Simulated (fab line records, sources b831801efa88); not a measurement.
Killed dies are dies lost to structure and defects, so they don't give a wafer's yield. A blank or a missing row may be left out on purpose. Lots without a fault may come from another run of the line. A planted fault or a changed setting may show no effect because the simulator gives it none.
fab line records | flow gf180mcu
record lots=5 wafers=15 last_day=32
route steps=602 shown VT_IMPLANT@129 MVSD@136 NWELL@137 LVPWELL@138 MVPSD@139 DUAL_GATE@141 POLY_GATE@157
lots that met no fault: from a run of the same line without faults
start_h: hours from the record's first day to the start of the lot's first wafer shown | wait_h: hours since the lot's step before | " the same as in the row above | L1.1+2: a row that stands for several wafers | - no value, or no start given | * or withheld: withheld | < > ~ a bound
route shown NAME@n: a module of which the file shows steps, and the number in the route of the first | usual: mean/standard deviation of fault-free wafers | same: alike in all rows | chamber/n: place in a boat | sites: the reading at each site | _std_site: their standard deviation | _edge_site: outer sites' mean less inner sites' | radius_mm: how far each site lies from the wafer's centre | mask NAME#n: copy n | behind: the tool/chamber that last shaped the wafer | hold: why the lot was held/for how many hours/how that ended | device: the transistor (n, p or np) that didn't switch | end of line: the same wafers' tests at the end of the route | a step without rows: its recipe alone | killed: dies lost to structure and defects at the first sort, not the wafer's yield | map: a wafer's dies, x killed, . not, _ none there
set.NAME: the setting as run; set.NAME@STEP: as run at that earlier step | model.NAME: the simulator's own value behind a step, which no gauge read
lots at some steps of the route; a table a step, a row a wafer
services: from which hour (start_h, from the record's first day; less than 0 if before it) a tool's chamber was out of use, for how many hours, and why
## steps
# step GF_VT_IMPLANT_DEVELOP_39
# recipe develop_time_s=60 dev_temp_c=23
# columns lot.wafer tool chamber start_h wait_h
L077.1+2+5 litho_track-01 0 177.55 0.1
L080.4+5+6 litho_track-01 0 197.88 0.1
L083.1+2+6 litho_track-01 0 222.10 0.1
L088.3+5+6 litho_track-03 0 246.32 0.1
L089.1+2+3 litho_track-03 0 260.22 0.1
# step GF_VT_IMPLANT_OVL_MEAS_40
# usual VT_IMPLANT_03_OVL=0.1/1.2
# columns lot.wafer tool chamber start_h wait_h VT_IMPLANT_03_OVL[nm]
L077.1 overlay-02 - 177.70 0.1 1.6
L077.2 " - " " 1.5
L077.5 " - " " -1.6
L080.4 overlay-02 - 197.97 0.1 0.9
L080.5 " - " " 1.5
L080.6 " - " " 1.7
L083.1 overlay-02 - 222.25 0.1 1.4
L083.2 " - " " 0.4
L083.6 " - " " -0.8
L088.3 overlay-01 - 246.44 0.1 0.2
L088.5 " - " " 0.6
L088.6 " - " " 0.7
L089.1 overlay-01 - 260.37 0.1 0.7
L089.2 " - " " 0.6
L089.3 " - " " 2.5
# step GF_VT_IMPLANT_IMPLANT_41
# recipe species=As energy_kev=70 dose_cm2=1.013e+12 tilt_deg=7
# usual beam_on_s=10.00/0.2
# columns lot.wafer tool chamber start_h wait_h beam_on_s
L077.1 implanter-04 0 177.74 0.0 9.66
L077.2 " 0 " " 10.23
L077.5 " 0 " " 9.85
L080.4 implanter-03 0 198.07 0.1 9.83
L080.5 " 0 " " 10.23
L080.6 " 0 " " 9.97
L083.1 implanter-01 0 222.29 0.0 10.09
L083.2 " 0 " " 10.56
L083.6 " 0 " " 10.05
L088.3 implanter-03 0 246.51 0.1 9.89
L088.5 " 0 " " 10.37
L088.6 " 0 " " 10.32
L089.1 implanter-03 0 260.41 0.0 10.18
L089.2 " 0 " " 9.58
L089.3 " 0 " " 9.96
# step GF_VT_IMPLANT_STRIP_42
# recipe chemistry=O2/N2 power_w=1400 pressure_mtorr=1500 platen_temp_c=250 o2_flow_sccm=3000 n2_flow_sccm=300 overash_fraction=0.5
# usual drypump_motor_current_A=5.8/0.36 heater_power_w=334/39 n2_flow_sccm=300.0/0.87 oes_product_au=0.716/0.0047 strip_time_to_endpoint_s=12.62/0.034
# columns lot.wafer tool chamber start_h wait_h drypump_motor_current_A heater_power_w n2_flow_sccm oes_product_au rf_hours_counter_h strip_time_to_endpoint_s
L077.1 plasma_asher-03 0 177.89 0.1 5.3 318 301.0 0.717 42 12.64
L077.2 " 1 " " 5.4 363 300.6 0.720 42 12.61
L077.5 " 1 " " 5.4 365 300.2 0.722 - 12.59
L080.4 plasma_asher-03 0 198.17 0.1 5.4 323 299.7 0.713 - 12.61
L080.5 " 0 " " 5.3 315 299.8 0.724 - 12.59
L080.6 " 1 " " 5.5 360 300.0 0.719 - 12.62
L083.1 plasma_asher-03 1 222.44 0.1 5.4 372 301.0 0.718 46 12.64
L083.2 " 0 " " 5.3 312 300.3 0.715 46 12.64
L083.6 " 0 " " 5.3 318 299.5 0.710 - 12.65
L088.3 plasma_asher-04 1 246.64 0.1 6.3 301 301.3 0.715 - 12.67
L088.5 " 1 " " 6.2 295 301.0 0.725 - 12.63
L088.6 " 0 " " 5.9 384 300.8 0.718 - 12.65
L089.1 plasma_asher-04 0 260.56 0.1 5.9 388 298.3 0.711 16 12.64
L089.2 " 1 " " 6.2 288 299.7 0.714 16 12.63
L089.3 " 0 " " 5.9 386 300.9 0.723 - 12.63
# step GF_VT_IMPLANT_TW_MEAS_43
# usual VT_IMPLANT_4_TW=696/5.3
# columns lot.wafer tool chamber start_h wait_h VT_IMPLANT_4_TW
L077.1 film_metro-02 - 177.99 0.1 702
L077.2 " - " " 700
L077.5 " - " " 700
L080.4 film_metro-02 - 198.27 0.1 701
L080.5 " - " " 699
L080.6 " - " " 700
L083.1 film_metro-04 - 222.54 0.1 696
L083.2 " - " " 698
L083.6 " - " " 698
L088.3 film_metro-02 - 246.73 0.1 698
L088.5 " - " " 703
L088.6 " - " " 701
L089.1 film_metro-04 - 260.66 0.1 688
L089.2 " - " " 684
L089.3 " - " " 689
# step GF_VT_IMPLANT_CLEAN_44
# recipe chemistry=SC1/SC2 mix=1:4:20 temp_c=70 time_s=150 dry=n2_spin
# columns lot.wafer tool chamber start_h wait_h
L077.1+2+5 wet_bench-04 0 178.05 0.1
L080.4+5+6 wet_bench-03 2 198.30 0.0
L083.1+2+6 wet_bench-02 0 222.60 0.1
L088.3+5+6 wet_bench-02 3 246.77 0.0
L089.1+2+3 wet_bench-02 3 260.72 0.1
# step GF_VT_IMPLANT_RTA_45
# recipe temp_c=1050 time_s=30 ambient=N2
# usual lamp_power_pct=36.7/0.35 wafer_temp_C_max=1053.5/1.1
# columns lot.wafer tool chamber start_h wait_h lamp_power_pct wafer_temp_C_max
L077.1 rtp_anneal-01 0 178.10 0.0 36.4 1053.4
L077.2 " 0 " " 36.4 1053.3
L077.5 " 0 " " 36.3 1053.4
L080.4 rtp_anneal-02 0 198.40 0.1 37.1 1052.7
L080.5 " 0 " " 37.0 1051.7
L080.6 " 0 " " 37.1 1053.7
L083.1 rtp_anneal-02 0 222.65 0.0 37.1 1052.5
L083.2 " 0 " " 37.2 1053.0
L083.6 " 0 " " 37.1 1052.7
L088.3 rtp_anneal-02 0 246.86 0.0 37.1 1051.7
L088.5 " 0 " " 37.1 1051.8
L088.6 " 0 " " 37.1 1052.0
L089.1 rtp_anneal-01 0 260.77 0.0 36.4 1054.2
L089.2 " 0 " " 36.3 1053.2
L089.3 " 0 " " 36.4 1053.3
# step GF_VT_IMPLANT_RS_MEAS_46
# recipe thk_meas_gauge=four-point-probe
# usual MVSD_RS=456.4/1.2
# columns lot.wafer tool chamber start_h wait_h MVSD_RS[ohm/sq]
L077.1 film_metro-03 - 178.20 0.1 455.7
L077.2 " - " " 456.7
L077.5 " - " " 456.3
L080.4 film_metro-04 - 198.51 0.1 457.2
L080.5 " - " " 456.4
L080.6 " - " " 457.0
L083.1 film_metro-01 - 222.75 0.1 453.8
L083.2 " - " " 453.9
L083.6 " - " " 454.3
L088.3 film_metro-03 - 246.96 0.1 456.4
L088.5 " - " " 456.1
L088.6 " - " " 456.7
L089.1 film_metro-04 - 260.97 0.2 455.4
L089.2 " - " " 454.4
L089.3 " - " " 456.0
# step GF_VT_IMPLANT_RS_MEAS_47
# recipe thk_meas_gauge=four-point-probe
# usual NWELL_RS=487.6/1.2
# columns lot.wafer tool chamber start_h wait_h NWELL_RS[ohm/sq]
L077.1 film_metro-03 - 178.32 0.1 488.9
L077.2 " - " " 489.4
L077.5 " - " " 488.5
L080.4 film_metro-04 - 198.63 0.1 489.1
L080.5 " - " " 487.9
L080.6 " - " " 489.0
L083.1 film_metro-01 - 222.87 0.1 487.5
L083.2 " - " " 487.9
L083.6 " - " " 488.7
L088.3 film_metro-03 - 247.08 0.1 489.9
L088.5 " - " " 488.1
L088.6 " - " " 488.4
L089.1 film_metro-04 - 261.09 0.1 488.6
L089.2 " - " " 486.8
L089.3 " - " " 488.8
# step GF_VT_IMPLANT_RS_MEAS_48
# recipe thk_meas_gauge=four-point-probe
# usual LVPWELL_RS=1196/3.1
# columns lot.wafer tool chamber start_h wait_h LVPWELL_RS[ohm/sq]
L077.1 film_metro-03 - 178.44 0.1 1193
L077.2 " - " " 1194
L077.5 " - " " 1195
L080.4 film_metro-04 - 198.75 0.1 1200
L080.5 " - " " 1199
L080.6 " - " " 1199
L083.1 film_metro-01 - 222.99 0.1 1194
L083.2 " - " " 1189
L083.6 " - " " 1196
L088.3 film_metro-03 - 247.20 0.1 1198
L088.5 " - " " 1195
L088.6 " - " " 1195
L089.1 film_metro-04 - 261.21 0.1 1193
L089.2 " - " " 1192
L089.3 " - " " 1193
# step GF_VT_IMPLANT_RS_MEAS_49
# recipe thk_meas_gauge=four-point-probe
# usual MVPSD_RS=1168/3.1
# columns lot.wafer tool chamber start_h wait_h MVPSD_RS[ohm/sq]
L077.1 film_metro-03 - 178.56 0.1 1174
L077.2 " - " " 1174
L077.5 " - " " 1175
L080.4 film_metro-04 - 198.87 0.1 1166
L080.5 " - " " 1167
L080.6 " - " " 1167
L083.1 film_metro-01 - 223.11 0.1 1164
L083.2 " - " " 1167
L083.6 " - " " 1167
L088.3 film_metro-03 - 247.32 0.1 1169
L088.5 " - " " 1168
L088.6 " - " " 1173
L089.1 film_metro-04 - 261.33 0.1 1173
L089.2 " - " " 1172
L089.3 " - " " 1174
# step GF_VT_IMPLANT_WET_ETCH_50
# recipe chemistry=dHF target_depth_nm=20 target=SiO2 temp_c=25 dilution=100:1 time_s=400
# columns lot.wafer tool chamber start_h wait_h
L077.1+2+5 wet_bench-03 3 178.68 0.1
L080.4+5+6 wet_bench-04 0 198.93 0.0
L083.1+2+6 wet_bench-03 1 223.23 0.1
L088.3+5+6 wet_bench-04 0 247.40 0.1
L089.1+2+3 wet_bench-03 3 261.45 0.1
# step GF_DUAL_GATE_CLEAN_00
# recipe chemistry=SC1/SC2 mix=1:4:20 temp_c=70 time_s=150
# columns lot.wafer tool chamber start_h wait_h
L077.1+2+5 wet_bench-03 1 178.80 0.0
L080.4+5+6 wet_bench-02 1 199.06 0.0
L083.1+2+6 wet_bench-04 3 223.37 0.0
L088.3+5+6 wet_bench-04 0 247.52 0.0
L089.1+2+3 wet_bench-02 2 261.58 0.0
# step GF_DUAL_GATE_CLEAN_01
# recipe chemistry=dHF time_s=20 dilution=100:1 dry=ipa_marangoni
# columns lot.wafer tool chamber start_h wait_h
L077.1+2+5 wet_bench-03 3 178.85 0.0
L080.4+5+6 wet_bench-04 2 199.11 0.0
L083.1+2+6 wet_bench-03 1 223.42 0.0
L088.3+5+6 wet_bench-02 1 247.57 0.0
L089.1+2+3 wet_bench-03 2 261.63 0.0
# step GF_DUAL_GATE_OXIDATION_02
# recipe temp_c=900 ambient=O2 stabilise_s=600 purge_s=300 target_thk_a=108.87 ox_time_s=1602
# usual tube_center_temp_C=900.01/0.078
# same ox_time_s=1602 stabilise_s=600
# columns lot.wafer tool chamber start_h wait_h tube_center_temp_C
L077.1 furnace-01 0 178.86 0.0 900.01
L077.2 " 0 " " 900.1
L077.5 " 0 " " 900.08
L080.4 furnace-02 0 199.57 0.4 900.03
L080.5 " 0 " " 900
L080.6 " 0 " " 899.98
L083.1 furnace-02 0 224.55 1.1 899.95
L083.2 " 0 " " 899.96
L083.6 " 0 " " 899.89
L088.3 furnace-02 0 248.81 1.2 900.03
L088.5 " 0 " " 899.93
L088.6 " 0 " " 899.97
L089.1 furnace-02 0 261.65 0.0 900.05
L089.2 " 0 " " 900.13
L089.3 " 0 " " 900.1
# step GF_DUAL_GATE_THK_MEAS_03
# recipe reads=SiO2_of_DUAL_GATE_OXIDATION_02
# usual DUAL_GATE_OXIDATION_00_THK=11.03/0.22
# columns lot.wafer tool chamber start_h wait_h DUAL_GATE_OXIDATION_00_THK[nm]
L077.1 film_metro-02 - 180.31 0.0 10.76
L077.2 " - " " 11.01
L077.5 " - " " 10.83
L080.4 film_metro-02 - 201.04 0.0 11.06
L080.5 " - " " 11.04
L080.6 " - " " 11.13
L083.1 film_metro-02 - 226.00 0.0 10.82
L083.2 " - " " 10.90
L083.6 " - " " 10.92
L088.3 film_metro-03 - 250.27 0.0 11.04
L088.5 " - " " 11.08
L088.6 " - " " 11.14
L089.1 film_metro-02 - 263.09 0.0 11.06
L089.2 " - " " 10.90
L089.3 " - " " 11.12
# step GF_DUAL_GATE_DEHYDRATE_04
# recipe temp_c=200 time_s=60
# columns lot.wafer tool chamber start_h wait_h
L077.1+2+5 litho_track-03 0 188.57 8.3
L080.4+5+6 litho_track-03 0 209.10 8.0
L083.1+2+6 litho_track-03 0 233.97 8.0
L088.3+5+6 litho_track-03 0 259.17 8.9
L089.1+2+3 litho_track-04 0 271.64 8.5
# step GF_DUAL_GATE_HMDS_05
# recipe prime_time_s=60 prime_temp_c=120
# columns lot.wafer tool chamber start_h wait_h
L077.1+2+5 litho_track-03 0 188.72 0.1
L080.4+5+6 litho_track-03 0 209.25 0.1
L083.1+2+6 litho_track-03 0 234.12 0.1
L088.3+5+6 litho_track-03 0 259.32 0.1
L089.1+2+3 litho_track-04 0 271.79 0.1
# step GF_DUAL_GATE_COAT_06
# recipe resist=NOVOLAK spin_rpm=3000 resist_thk_nm=1000
# columns lot.wafer tool chamber start_h wait_h
L077.1+2+5 litho_track-03 0 188.87 0.1
L080.4+5+6 litho_track-03 0 209.40 0.1
L083.1+2+6 litho_track-03 0 234.27 0.1
L088.3+5+6 litho_track-03 0 259.47 0.1
L089.1+2+3 litho_track-04 0 271.94 0.1
# step GF_DUAL_GATE_SOFTBAKE_07
# recipe temp_c=90 time_s=60 resist=NOVOLAK
# columns lot.wafer tool chamber start_h wait_h
L077.1+2+5 litho_track-03 0 189.02 0.1
L080.4+5+6 litho_track-03 0 209.55 0.1
L083.1+2+6 litho_track-03 0 234.42 0.1
L088.3+5+6 litho_track-03 0 259.62 0.1
L089.1+2+3 litho_track-04 0 272.09 0.1
# step GF_DUAL_GATE_EXPOSE_08
# recipe mask_id=Dualgate target_cd_nm=700 na=0.6 source_shape=conventional sigma_outer=0.6 dose_mj=140
# usual exposure_dose_mJ_cm2=139.99/0.14 stage_vel_mm_s=499.98/0.26
# same na=0.6
# columns lot.wafer tool chamber start_h wait_h mask exposure_dose_mJ_cm2 stage_vel_mm_s
L077.1 iline_stepper-02 0 - - Dualgate#0 140.39 500.65
L077.2 " 0 " " Dualgate#0 140.16 500.59
L077.5 " 0 " " Dualgate#0 140.15 500.41
L080.4 iline_stepper-01 0 - - Dualgate#0 140.05 500.13
L080.5 " 0 " " Dualgate#0 140.21 499.95
L080.6 " 0 " " Dualgate#0 140.03 499.74
L083.1 iline_stepper-02 0 - - Dualgate#0 139.84 500.05
L083.2 " 0 " " Dualgate#0 139.76 499.61
L083.6 " 0 " " Dualgate#0 140.02 499.90
L088.3 iline_stepper-01 0 - - Dualgate#0 140.07 499.80
L088.5 " 0 " " Dualgate#0 140.10 499.65
L088.6 " 0 " " Dualgate#0 140.18 499.90
L089.1 iline_stepper-01 0 - - Dualgate#0 139.91 500.14
L089.2 " 0 " " Dualgate#0 139.75 499.78
L089.3 " 0 " " Dualgate#0 139.89 500.16
# step GF_DUAL_GATE_PEB_09
# recipe temp_c=withheld time_s=* resist=NOVOLAK
# columns lot.wafer tool chamber start_h wait_h
L077.1+2+5 litho_track-02 0 - -
L080.4+5+6 litho_track-03 0 - -
L083.1+2+6 litho_track-02 0 - -
L088.3+5+6 litho_track-04 0 - -
L089.1+2+3 litho_track-03 0 - -
# step GF_DUAL_GATE_DEVELOP_10
# recipe develop_time_s=60 dev_temp_c=23
# columns lot.wafer tool chamber start_h wait_h
L077.1+2+5 litho_track-02 0 197.07 0.1
L080.4+5+6 litho_track-03 0 218.60 0.1
L083.1+2+6 litho_track-02 0 243.61 0.1
L088.3+5+6 litho_track-04 0 269.04 0.1
L089.1+2+3 litho_track-03 0 281.52 0.1
# step GF_DUAL_GATE_OVL_MEAS_11
# usual DUAL_GATE_OVL=0.5/1.5
# columns lot.wafer tool chamber start_h wait_h DUAL_GATE_OVL[nm]
L077.1 overlay-01 - 197.22 0.1 2.7
L077.2 " - " " 2.7
L077.5 " - " " 1.4
L080.4 overlay-02 - 218.69 0.1 2.0
L080.5 " - " " 2.8
L080.6 " - " " 2.3
L083.1 overlay-01 - 243.76 0.1 1.1
L083.2 " - " " -0.6
L083.6 " - " " 0.1
L088.3 overlay-02 - 269.15 0.1 -2.1
L088.5 " - " " -3.1
L088.6 " - " " -2.5
L089.1 overlay-02 - 281.67 0.1 -0.9
L089.2 " - " " -0.1
L089.3 " - " " -0.6
# step GF_DUAL_GATE_WET_ETCH_12
# recipe chemistry=dHF target_depth_nm=13 dry=n2_spin target=SiO2 temp_c=25 dilution=100:1 time_s=260
# columns lot.wafer tool chamber start_h wait_h
L077.1+2+5 wet_bench-03 2 197.25 0.0
L080.4+5+6 wet_bench-02 0 218.71 0.0
L083.1+2+6 wet_bench-03 2 243.80 0.0
L088.3+5+6 wet_bench-02 0 269.18 0.0
L089.1+2+3 wet_bench-03 0 281.71 0.0
# step GF_DUAL_GATE_STRIP_13
# recipe chemistry=O2/N2 power_w=1400 pressure_mtorr=1500 platen_temp_c=250 o2_flow_sccm=3000 n2_flow_sccm=300 overash_fraction=0.5
# usual drypump_motor_current_A=5.5/0.32 heater_power_w=319/27 n2_flow_sccm=300.1/0.84 oes_product_au=0.716/0.0044 strip_time_to_endpoint_s=12.63/0.031
# columns lot.wafer tool chamber start_h wait_h drypump_motor_current_A heater_power_w n2_flow_sccm oes_product_au rf_hours_counter_h strip_time_to_endpoint_s
L077.1 plasma_asher-03 0 197.33 0.0 5.3 314 301.0 0.717 44 12.66
L077.2 " 1 " " 5.4 383 298.6 0.709 44 12.62
L077.5 " 1 " " 5.4 360 299.8 0.709 - 12.62
L080.4 plasma_asher-02 0 218.82 0.0 6.2 335 300.4 0.717 - 12.61
L080.5 " 1 " " 5.5 288 301.3 0.715 - 12.65
L080.6 " 0 " " 6.2 329 298.5 0.715 - 12.64
L083.1 plasma_asher-01 1 243.90 0.0 5.5 309 301.7 0.718 57 12.64
L083.2 " 0 " " 5.3 308 300.4 0.718 57 12.70
L083.6 " 0 " " 5.2 301 299.9 0.716 - 12.65
L088.3 plasma_asher-03 1 269.29 0.0 5.5 369 299.4 0.717 - 12.71
L088.5 " 0 " " 5.3 318 300.2 0.715 - 12.67
L088.6 " 1 " " 5.4 367 300.3 0.716 - 12.67
L089.1 plasma_asher-02 0 281.80 0.0 6.2 345 300.6 0.712 60 12.68
L089.2 " 1 " " 5.5 290 299.1 0.705 60 12.63
L089.3 " 0 " " 6.2 332 300.4 0.711 - 12.61
# step GF_DUAL_GATE_CLEAN_14
# recipe chemistry=SC1/SC2 mix=1:4:20 temp_c=70 time_s=150 dry=n2_spin
# columns lot.wafer tool chamber start_h wait_h
L077.1+2+5 wet_bench-03 1 197.43 0.1
L080.4+5+6 wet_bench-03 1 218.89 0.0
L083.1+2+6 wet_bench-03 1 244.00 0.1
L088.3+5+6 wet_bench-04 2 269.36 0.0
L089.1+2+3 wet_bench-02 0 281.90 0.1
# step GF_DUAL_GATE_OXIDATION_15
# recipe temp_c=850 ambient=O2 stabilise_s=600 purge_s=300 target_thk_a=70.98 ox_time_s=1995
# usual tube_center_temp_C=849.99/0.076
# same ox_time_s=1995 stabilise_s=600
# columns lot.wafer tool chamber start_h wait_h tube_center_temp_C
L077.1 furnace-02 0 198.01 0.5 849.94
L077.2 " 0 " " 849.94
L077.5 " 0 " " 849.93
L080.4 furnace-01 0 218.95 0.0 850
L080.5 " 0 " " 849.89
L080.6 " 0 " " 849.89
L083.1 furnace-02 0 244.06 0.0 849.93
L083.2 " 0 " " 849.99
L083.6 " 0 " " 850.04
L088.3 furnace-01 0 269.41 0.0 850
L088.5 " 0 " " 850.09
L088.6 " 0 " " 849.92
L089.1 furnace-01 0 282.91 1.0 849.86
L089.2 " 0 " " 849.95
L089.3 " 0 " " 849.91
# step GF_POLY_GATE_CVD_00
# recipe material=poly-Si target_thk_nm=200 temp_c=620 time_s=1200 pressure_mtorr=200
# usual pressure_mtorr=199.9/0.41
# columns lot.wafer tool chamber start_h wait_h pressure_mtorr
L077.1 lpcvd-01 0 199.57 0.0 200.3
L077.2 " 0 " " 200.5
L077.5 " 0 " " 200.7
L080.4 lpcvd-01 1 220.50 0.0 200.3
L080.5 " 1 " " 200.2
L080.6 " 1 " " 200.9
L083.1 lpcvd-02 1 245.61 0.0 200.9
L083.2 " 1 " " 200.8
L083.6 " 1 " " 200.5
L088.3 lpcvd-01 1 270.96 0.0 200.5
L088.5 " 1 " " 200.7
L088.6 " 1 " " 200.7
L089.1 lpcvd-02 0 284.47 0.0 199.5
L089.2 " 0 " " 199.4
L089.3 " 0 " " 199.4
# step GF_POLY_GATE_THK_MEAS_01
# recipe reads=poly-Si_of_POLY_GATE_CVD_00
# usual POLY_GATE_CVD_00_THK=200.2/1.9
# columns lot.wafer tool chamber start_h wait_h POLY_GATE_CVD_00_THK[nm]
L077.1 film_metro-03 - 201.57 0.0 198.5
L077.2 " - " " 198.4
L077.5 " - " " 198.4
L080.4 film_metro-03 - 221.87 0.0 199.6
L080.5 " - " " 199.7
L080.6 " - " " 199.9
L083.1 film_metro-02 - 246.94 0.0 199.9
L083.2 " - " " 198.7
L083.6 " - " " 199.1
L088.3 film_metro-03 - 272.32 0.0 200.8
L088.5 " - " " 199.0
L088.6 " - " " 199.8
L089.1 film_metro-03 - 285.80 0.0 203.3
L089.2 " - " " 203.2
L089.3 " - " " 204.3
# step GF_POLY_GATE_DEHYDRATE_02
# recipe temp_c=200 time_s=60
# columns lot.wafer tool chamber start_h wait_h
L077.1+2+5 litho_track-04 0 209.39 7.8
L080.4+5+6 litho_track-02 0 230.39 8.5
L083.1+2+6 litho_track-01 0 255.45 8.5
L088.3+5+6 litho_track-02 0 281.61 9.3
L089.1+2+3 litho_track-04 0 295.04 9.2
# step GF_POLY_GATE_HMDS_03
# recipe prime_time_s=60 prime_temp_c=120
# columns lot.wafer tool chamber start_h wait_h
L077.1+2+5 litho_track-04 0 209.54 0.1
L080.4+5+6 litho_track-02 0 230.54 0.1
L083.1+2+6 litho_track-01 0 255.60 0.1
L088.3+5+6 litho_track-02 0 281.76 0.1
L089.1+2+3 litho_track-04 0 295.19 0.1
# step GF_POLY_GATE_COAT_04
# recipe resist=BARC temp_c=withheld time_s=withheld spin_rpm=withheld resist_thk_nm=withheld
# columns lot.wafer tool chamber start_h wait_h
L077.1+2+5 litho_track-04 0 209.69 0.1
L080.4+5+6 litho_track-02 0 230.69 0.1
L083.1+2+6 litho_track-01 0 255.75 0.1
L088.3+5+6 litho_track-02 0 281.91 0.1
L089.1+2+3 litho_track-04 0 295.34 0.1
# step GF_POLY_GATE_COAT_05
# recipe resist=KrF spin_rpm=withheld resist_thk_nm=700
# columns lot.wafer tool chamber start_h wait_h
L077.1+2+5 litho_track-04 0 - -
L080.4+5+6 litho_track-02 0 - -
L083.1+2+6 litho_track-01 0 - -
L088.3+5+6 litho_track-02 0 - -
L089.1+2+3 litho_track-04 0 - -
# step GF_POLY_GATE_SOFTBAKE_06
# recipe temp_c=130 time_s=60 resist=KrF
# columns lot.wafer tool chamber start_h wait_h
L077.1+2+5 litho_track-04 0 - -
L080.4+5+6 litho_track-02 0 - -
L083.1+2+6 litho_track-01 0 - -
L088.3+5+6 litho_track-02 0 - -
L089.1+2+3 litho_track-04 0 - -
# step GF_POLY_GATE_EXPOSE_07
# recipe mask_id=Poly2 target_cd_nm=280 na=0.68 source_shape=conventional sigma_outer=0.6 dose_mj=28
# usual exposure_dose_mJ_cm2=27.981/0.028 stage_vel_mm_s=500.01/0.21
# same na=0.68
# columns lot.wafer tool chamber start_h wait_h mask exposure_dose_mJ_cm2 stage_vel_mm_s
L077.1 krf_scanner-01 0 - - Poly2#0 28.002 499.80
L077.2 " 0 " " Poly2#0 27.975 499.80
L077.5 " 0 " " Poly2#0 27.975 500.01
L080.4 krf_scanner-02 0 - - Poly2#0 28.013 500.01
L080.5 " 0 " " Poly2#0 28.003 499.74
L080.6 " 0 " " Poly2#0 28.009 500.02
L083.1 krf_scanner-02 0 - - Poly2#0 27.996 500.19
L083.2 " 0 " " Poly2#0 28.039 500.07
L083.6 " 0 " " Poly2#0 27.975 500.31
L088.3 krf_scanner-01 0 - - Poly2#0 27.992 500.17
L088.5 " 0 " " Poly2#0 28.006 499.67
L088.6 " 0 " " Poly2#0 27.990 499.77
L089.1 krf_scanner-02 0 - - Poly2#0 27.962 499.87
L089.2 " 0 " " Poly2#0 27.961 499.74
L089.3 " 0 " " Poly2#0 27.971 499.73
# step GF_POLY_GATE_PEB_08
# recipe peb_temp_c=135 peb_time_s=90 resist=KrF
# same peb_time_s=90
# columns lot.wafer tool chamber start_h wait_h
L077.1+2+5 litho_track-04 0 - -
L080.4+5+6 litho_track-02 0 - -
L083.1+2+6 litho_track-02 0 - -
L088.3+5+6 litho_track-01 0 - -
L089.1+2+3 litho_track-01 0 - -
# step GF_POLY_GATE_DEVELOP_09
# recipe develop_time_s=60 resist=KrF dev_temp_c=21
# columns lot.wafer tool chamber start_h wait_h
L077.1+2+5 litho_track-04 0 218.74 0.2
L080.4+5+6 litho_track-02 0 240.19 0.1
L083.1+2+6 litho_track-02 0 265.51 0.2
L088.3+5+6 litho_track-01 0 292.10 0.1
L089.1+2+3 litho_track-01 0 305.65 0.2
# step GF_POLY_GATE_CD_MEAS_10
# recipe target_cd_nm=280
# usual cd_nm=280.1/0.91
# columns lot.wafer tool chamber start_h wait_h cd_nm
L077.1 cd_sem-02 - 218.89 0.1 279.1
L077.2 " - " " 280.7
L077.5 " - " " 280.1
L080.4 cd_sem-02 - 240.32 0.1 280.0
L080.5 " - " " 278.8
L080.6 " - " " 279.4
L083.1 cd_sem-02 - 265.66 0.1 281.2
L083.2 " - " " 281.7
L083.6 " - " " 281.7
L088.3 cd_sem-02 - 292.24 0.1 279.8
L088.5 " - " " 280.0
L088.6 " - " " 280.5
L089.1 cd_sem-01 - 305.80 0.1 278.3
L089.2 " - " " 277.3
L089.3 " - " " 279.3
# step GF_POLY_GATE_OVL_MEAS_11
# usual POLY_GATE_OVL=0/5.7
# columns lot.wafer tool chamber start_h wait_h POLY_GATE_OVL[nm]
L077.1 overlay-02 - 219.01 0.1 -1
L077.2 " - " " 4
L077.5 " - " " -6
L080.4 overlay-01 - 240.40 0.1 -5
L080.5 " - " " -1
L080.6 " - " " -6
L083.1 overlay-02 - 265.78 0.1 3
L083.2 " - " " 2
L083.6 " - " " -6
L088.3 overlay-01 - 292.33 0.1 3
L088.5 " - " " 16
L088.6 " - " " 9
L089.1 overlay-01 - 305.92 0.1 -10
L089.2 " - " " -5
L089.3 " - " " -5
# step GF_POLY_GATE_ETCH_12
# recipe chemistry=N2/H2 target_depth_a=withheld overetch_a=withheld time_s=withheld target=BARC ion_energy_ev=200 source_w=500 bias_w=100 pressure_mtorr=30 n2_flow_sccm=100 h2_flow_sccm=200
# usual drypump_motor_current_A=5.8/0.53 n2_flow_sccm=100.04/0.27 oes_product_au=0.736/0.0042 throttle_valve_pct=13.214/0.0093
# columns lot.wafer tool chamber start_h wait_h drypump_motor_current_A n2_flow_sccm oes_product_au throttle_valve_pct
L077.1 rie_diel-03 2 219.05 0.0 5.4 100.18 0.731 13.227
L077.2 " 0 " " 5.5 99.98 0.741 13.217
L077.5 " 2 " " 5.5 100.36 0.746 13.223
L080.4 rie_diel-02 3 240.45 0.0 5.3 100.19 0.730 13.211
L080.5 " 2 " " 6.6 100.12 0.735 13.214
L080.6 " 0 " " 6.5 100.01 0.742 13.222
L083.1 rie_diel-03 0 265.82 0.0 5.5 100.24 0.747 13.217
L083.2 " 3 " " 4.9 100.45 0.735 13.212
L083.6 " 1 " " 5.5 99.98 0.738 13.210
L088.3 rie_diel-04 1 292.36 0.0 5.7 99.53 0.735 13.216
L088.5 " 3 " " 5.7 99.58 0.738 13.209
L088.6 " 2 " " 6.6 100.17 0.737 13.190
L089.1 rie_diel-03 3 305.96 0.0 4.9 100.13 0.742 13.215
L089.2 " 1 " " 5.5 99.75 0.738 13.220
L089.3 " 0 " " 5.5 100.07 0.731 13.215
## services
# columns tool chamber start_h hours kind
iline_stepper-01 - 153.93 4.4 pm
rie_diel-03 0 163.09 13.9 repair
rie_diel-02 3 168.50 13.8 repair
krf_scanner-01 - 181.40 1.3 pm
rie_diel-02 2 184.35 4.8 repair
implanter-04 - 199.60 1.0 repair
furnace-02 - 206.09 3.4 pm
furnace-02 - 212.67 3.0 pm
implanter-03 - 213.78 1.2 repair
lpcvd-02 - 214.11 6.6 repair
implanter-01 - 218.90 1.5 repair
iline_stepper-01 - 225.31 10.7 repair
furnace-01 - 225.67 2.9 pm
rie_diel-03 3 226.56 8.2 repair
rie_diel-03 - 229.40 2.8 pm
plasma_asher-04 - 229.60 7.2 repair
iline_stepper-02 - 236.11 1.7 pm
furnace-01 - 248.23 4.3 pm
krf_scanner-02 - 248.69 1.0 pm
krf_scanner-01 - 259.64 0.6 repair
implanter-03 - 267.95 1.7 repair
krf_scanner-02 - 272.28 0.8 pm
krf_scanner-01 - 304.49 1.0 pm
krf_scanner-02 - 305.56 1.3 pm
## key
fault none
